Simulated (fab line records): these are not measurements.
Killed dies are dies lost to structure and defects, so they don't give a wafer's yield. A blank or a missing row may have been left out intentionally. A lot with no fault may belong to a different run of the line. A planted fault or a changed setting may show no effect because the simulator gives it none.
Chamber matching :: flow sky130 :: SKY_VIA4_CMP_02 on cmp-01 has 4 sister chambers
The step polishes SiO2. 8 wafers are shown with their chamber, then 9 later ones without.

WAFERS, EACH WITH ITS CHAMBER
wafer: L238.1
chamber: 3
motorCurrentA (A): 9.3

wafer: L238.2
chamber: 0
motorCurrentA (A): 10.7

wafer: L244.1
chamber: 0
motorCurrentA (A): 9.6

wafer: L244.3
chamber: 3
motorCurrentA (A): 9.3

wafer: L244.4
chamber: 1
motorCurrentA (A): 12.6

wafer: L245.1
chamber: 2
motorCurrentA (A): 10.6

wafer: L245.4
chamber: 1
motorCurrentA (A): 12.8

wafer: L245.5
chamber: 2
motorCurrentA (A): 10.9

WAFERS WITHOUT THEIR CHAMBER
wafer: L246.3
motorCurrentA (A): 10.8

wafer: L246.5
motorCurrentA (A): 9.9

wafer: L246.6
motorCurrentA (A): 9.4

wafer: L248.1
motorCurrentA (A): 10.2

wafer: L248.2
motorCurrentA (A): 12.1

wafer: L248.3
motorCurrentA (A): 10.7

wafer: L249.2
motorCurrentA (A): 10.2

wafer: L249.4
motorCurrentA (A): 11.0

wafer: L249.5
motorCurrentA (A): 10.9

CHAMBER TAKEN BY EACH
wafer: L246.3
from the rows above: can't be placed: 2 or 0
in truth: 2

wafer: L246.5
from the rows above: can't be placed: 0 or 3 or 2
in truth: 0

wafer: L246.6
from the rows above: can't be placed: 3 or 0
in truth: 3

wafer: L248.1
from the rows above: can't be placed: 0 or 2
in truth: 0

wafer: L248.2
from the rows above: can't be placed: 1 or 2
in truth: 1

wafer: L248.3
from the rows above: can't be placed: 2 or 0
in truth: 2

wafer: L249.2
from the rows above: can't be placed: 0 or 2
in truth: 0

wafer: L249.4
from the rows above: can't be placed: 2 or 0
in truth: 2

wafer: L249.5
from the rows above: can't be placed: 2 or 0
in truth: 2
Correct placement for 0 of the 9. From these rows, 9 cannot be placed; in 9 the true chamber is one of the candidates. 0 placed wrongly.
How it was worked out, from the rows above alone: a wafer's distance from a chamber is the root of the sum, over the readings, of the square of ((its reading less the chamber's mean) divided by the reading's scatter). If the next closest chamber is less than 2 further off than the closest, the wafer can't be placed; otherwise it belongs to the closest. The mean given for a chamber averages the wafers shown for that chamber. The scatter: the root of (the sum of the squares of (reading less its chamber's mean) over the shown wafers, divided by (wafers less chambers)).
